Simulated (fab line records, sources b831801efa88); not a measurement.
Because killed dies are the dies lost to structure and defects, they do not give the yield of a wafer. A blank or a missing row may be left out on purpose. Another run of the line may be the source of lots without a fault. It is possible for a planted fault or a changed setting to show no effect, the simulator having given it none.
One fault seen from 2 desks ; flow gf180mcu ; numbers are kept per desk, each desk with only its own; the story behind them comes last

THE METROLOGY DESK
Means of the sampled wafers that have a number, per lot and without regard to the tool the lot ran on: this is what the gauges read. Any lot whose mean is over 4 standard deviations away from the usual mean is out of limits and marked OUT; that distance is given in the brackets.
Columns: A = MVSD_TW at GF_MVSD_TW_MEAS_11, usual 1568
lot;first seen here;A
L520;day 4 16:23;1583
L521;day 4 22:19;1588
L522;day 5 02:20;1559
L524;day 5 14:49;1577
L525;day 5 20:29;1579
L528;day 6 16:25;30 (-99 or more) OUT
L535;day 8 07:29;1584
L536;day 8 14:29;1562
L537;day 8 18:40;1561
L538;day 9 01:03;1568
L539;day 9 09:07;1591
L541;day 9 19:40;1559
L542;day 9 23:34;1588
Per this desk, out of limits: L528; the first was L528, day 6 16:25 (MVSD_TW at GF_MVSD_TW_MEAS_11). L520, L521, L522, L524, L525, L535, L536, L537, L538, L539, L541, L542 stayed within limits.

AT THE TOOL OWNER'S DESK: plasma asher-01
The tool's own readings at GF_LVPWELL_STRIP_10 (strips in O2/N2): means of the sampled wafers that have a number, for each lot that ran on this tool. Any lot whose mean is over 4 standard deviations away from the usual mean is out of limits and marked OUT; that distance is given in the brackets.
Columns: A = drypump motor current A at GF_LVPWELL_STRIP_10, usual 5.9 A; B = heater power w at GF_LVPWELL_STRIP_10, usual 314 W; C = oes product au at GF_LVPWELL_STRIP_10, usual 0.723 a.u.; D = strip time to endpoint s at GF_LVPWELL_STRIP_10, usual 36.94 s
lot;first seen here;A;B;C;D
L522;day 4 12:04;6.3;274;0.723;36.93
L525;day 5 05:41;6.1;291;0.723;37.07
L528;day 6 01:07;6.3;271;0.936 (+41) OUT;-
L539;day 8 16:01;6.3;270;0.721;36.89
L542;day 9 06:04;6.3;267;0.718;36.90
Finding of this desk: L528 out of limits; the first was L528 at day 6 01:07, on oes product au at GF_LVPWELL_STRIP_10. L522, L525, L539, L542 stayed within limits.

BROUGHT TOGETHER
At day 6 01:07, on L528, the tool owner's desk was in a position to raise an alarm.
An alarm was possible from the metrology desk at day 6 16:25, on L528.
GF_LVPWELL_STRIP_10 was run on plasma asher-01 by each of the lots named.

WHAT THE SIMULATOR HAD PUT IN
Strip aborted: plasma asher-01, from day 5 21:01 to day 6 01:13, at GF_LVPWELL_STRIP_10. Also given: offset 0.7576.
Shown lots that were struck: L528.
Hours from the fault's start to each desk's first reading out of limits: the tool owner's desk, 4; the metrology desk, 19.
